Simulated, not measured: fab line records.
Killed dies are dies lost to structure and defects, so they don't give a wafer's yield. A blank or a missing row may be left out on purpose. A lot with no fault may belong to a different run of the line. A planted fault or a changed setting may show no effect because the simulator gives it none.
Which tool is to blame? :: flow gf180mcu :: 14 lots with 42 wafers sampled at 2 steps, on a route of 602 steps

WHAT EACH GAUGE READ, for each wafer
GF_V2_CD_MEAS_14: target cd 260 nm. Usual: cdNm reads 260.1 nm (standard deviation 1.2).
lot: L377
measured: day 20 23:41
on: cdSem-02
cdNm (nm): 260.6 260.7 258.9
flag: 

lot: L378
measured: day 21 00:20
on: cdSem-02
cdNm (nm): 260.7 262.5 262.0
flag: 

lot: L379
measured: day 21 12:14
on: cdSem-01
cdNm (nm): 260.1 261.5 260.7
flag: 

lot: L380
measured: day 21 18:45
on: cdSem-02
cdNm (nm): 261.0 262.1 261.6
flag: 

lot: L381
measured: day 21 23:41
on: cdSem-01
cdNm (nm): 259.0 259.7 260.5
flag: 

lot: L382
measured: day 22 01:50
on: cdSem-01
cdNm (nm): 259.1 259.6 260.0
flag: 

lot: L385
measured: day 23 11:19
on: cdSem-01
cdNm (nm): 257.4 259.5 258.9
flag: 

lot: L386
measured: day 24 05:38
on: cdSem-01
cdNm (nm): 259.1 260.5 260.1
flag: 

lot: L387
measured: day 24 07:51
on: cdSem-02
cdNm (nm): 260.4 259.6 260.3
flag: 

lot: L393
measured: day 25 20:46
on: cdSem-02
cdNm (nm): 261.1 261.9 260.5
flag: 

lot: L395
measured: day 26 10:37
on: cdSem-01
cdNm (nm): 261.6 260.6 260.8
flag: 

lot: L398
measured: day 27 11:32
on: cdSem-01
cdNm (nm): 259.9 261.4 260.8
flag: 

lot: L399
measured: day 27 18:46
on: cdSem-01
cdNm (nm): 261.6 262.3 262.4
flag: 

lot: L400
measured: day 27 23:38
on: cdSem-02
cdNm (nm): 258.5 259.4 259.4
flag: 

TOOL THAT RAN EACH LOT (tool first, then ch and the chambers of the sampled wafers, then the start)
lot: L377
GF_VT_IMPLANT_DEVELOP_28: lithoTrack-03 ch 0, day 7 07:49

lot: L378
GF_VT_IMPLANT_DEVELOP_28: lithoTrack-02 ch 0, day 7 08:05

lot: L379
GF_VT_IMPLANT_DEVELOP_28: lithoTrack-04 ch 0, day 7 15:59

lot: L380
GF_VT_IMPLANT_DEVELOP_28: lithoTrack-03 ch 0, day 7 22:39

lot: L381
GF_VT_IMPLANT_DEVELOP_28: lithoTrack-03 ch 0, day 8 02:07

lot: L382
GF_VT_IMPLANT_DEVELOP_28: lithoTrack-02 ch 0, day 8 05:50

lot: L385
GF_VT_IMPLANT_DEVELOP_28: lithoTrack-03 ch 0, day 9 03:46

lot: L386
GF_VT_IMPLANT_DEVELOP_28: lithoTrack-03 ch 0, day 9 15:13

lot: L387
GF_VT_IMPLANT_DEVELOP_28: lithoTrack-03 ch 0, day 9 15:54

lot: L393
GF_VT_IMPLANT_DEVELOP_28: lithoTrack-04 ch 0, day 11 02:55

lot: L395
GF_VT_IMPLANT_DEVELOP_28: lithoTrack-02 ch 0, day 11 17:50

lot: L398
GF_VT_IMPLANT_DEVELOP_28: lithoTrack-04 ch 0, day 12 15:10

lot: L399
GF_VT_IMPLANT_DEVELOP_28: lithoTrack-04 ch 0, day 12 22:50

lot: L400
GF_VT_IMPLANT_DEVELOP_28: lithoTrack-02 ch 0, day 13 04:14
- GF_VT_IMPLANT_DEVELOP_28: develop time 60 s.

AS READ BY THE TOOLS THEMSELVES (means over the sampled wafers that have a number; for cases with no such wafer, the mark the record gives instead)
GF_VT_IMPLANT_DEVELOP_28. Usual: developerTempC reads 23.01 C (standard deviation 0.097).
lot: L377
tool: lithoTrack-03
developerTempC (C): 23.04
flag: 

lot: L378
tool: lithoTrack-02
developerTempC (C): 22.93
flag: 

lot: L379
tool: lithoTrack-04
developerTempC (C): 23.07
flag: 

lot: L380
tool: lithoTrack-03
developerTempC (C): 23.05
flag: 

lot: L381
tool: lithoTrack-03
developerTempC (C): 23.07
flag: 

lot: L382
tool: lithoTrack-02
developerTempC (C): 22.92
flag: 

lot: L385
tool: lithoTrack-03
developerTempC (C): 23.13
flag: 

lot: L386
tool: lithoTrack-03
developerTempC (C): 22.02
flag: OFF

lot: L387
tool: lithoTrack-03
developerTempC (C): 22.10
flag: OFF

lot: L393
tool: lithoTrack-04
developerTempC (C): 23.09
flag: 

lot: L395
tool: lithoTrack-02
developerTempC (C): 22.90
flag: 

lot: L398
tool: lithoTrack-04
developerTempC (C): 22.95
flag: 

lot: L399
tool: lithoTrack-04
developerTempC (C): 22.95
flag: 

lot: L400
tool: lithoTrack-02
developerTempC (C): 23.06
flag: 

THE ANSWER, worked out from the rows above alone
Rule: lot off if the mean of its wafers having a number is beyond 3 standard deviations from the usual mean. A lot without any number at a reading at which 4 lots or more have one is off too. All remaining lots with rows at the step are treated as sound. Order of review: gauges by route order, followed by the tools' own readings, for which a lot's mean as printed above is used. The first step at which some lot is off is used, and at that step the reading that is off furthest; a lot without a number counts as furthest.
Off: L386, L387 (GF_VT_IMPLANT_DEVELOP_28, developerTempC).
If a tool, at that step or one of the process steps before it, ran each lot that is off and ran no sound lot following the first of them, it fits. One fits: lithoTrack-03 at GF_VT_IMPLANT_DEVELOP_28. A fault onset in the window from L385 (day 9 03:46, its last sound lot) to L386 (day 9 15:13, its first lot off) fits.
The tool's own readings at GF_VT_IMPLANT_DEVELOP_28 bear it out: on the lots that are off they differ by more than 5 times the standard deviation of the sound lots' means. developerTempC reads 22.06 C there against 23.01 C on the sound lots.

WHAT THE SIMULATOR HAD PUT IN
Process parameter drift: lithoTrack-03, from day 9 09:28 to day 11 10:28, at GF_VT_IMPLANT_DEVELOP_28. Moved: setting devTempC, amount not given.
Lots struck among those shown: L386, L387. The rule above found the same.
